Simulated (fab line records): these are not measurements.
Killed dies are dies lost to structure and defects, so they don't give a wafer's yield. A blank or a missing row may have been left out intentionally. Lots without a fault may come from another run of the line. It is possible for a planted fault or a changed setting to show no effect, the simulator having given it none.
Matching of chambers    flow sfq line    SFQ_TRILAYER_I0_VIA_ETCH_VIA_ETCH_034 on rie diel-01 has 4 sister chambers
The step etches SiO2 in CHF3, stops on Nb, target depth 260 nm. 8 wafers are shown with their chamber, then 7 later ones without.

## WAFERS, EACH WITH ITS CHAMBER
wafer   chamber  drypump motor current A (A)  oes product au (a.u.)
L356.1  3        5.7                          0.858
L356.2  1        5.8                          0.850
L368.4  3        5.7                          0.849
L369.2  0        4.7                          0.855
L369.3  2        6.1                          0.867
L369.4  1        5.8                          0.851
L371.1  2        6.1                          0.846
L371.2  0        4.8                          0.859

## WAFERS WITH NO CHAMBER GIVEN
wafer   drypump motor current A (A)  oes product au (a.u.)
L371.3  5.7                          0.856
L372.1  5.8                          0.841
L372.2  5.8                          0.852
L372.5  5.7                          0.848
L375.4  5.7                          0.856
L375.5  5.8                          0.863
L375.6  6.1                          0.850

## THE CHAMBER EACH PASSED THROUGH
wafer    from the rows above       in truth
L371.3   3                         3
L372.1   1                         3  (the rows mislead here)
L372.2   1                         1
L372.5   3                         3
L375.4   3                         3
L375.5   can't be placed: 1 or 3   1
L375.6   2                         2
5 of 7 placed correctly. Can't be placed from these rows: 1 (the true chamber is among the candidates in 1). 1 placed wrongly.
How it was worked out, from the rows above alone: a wafer's distance from a chamber is the root of the sum, over the readings, of the square of ((its reading less the chamber's mean) divided by the reading's scatter). If the next closest chamber is less than 2 further off than the closest, the wafer can't be placed; otherwise it belongs to the closest. The mean given for a chamber averages the wafers shown for that chamber. The scatter: take each reading less its chamber's mean, square it, sum over the shown wafers, divide by the number of wafers less the number of chambers, and take the root.
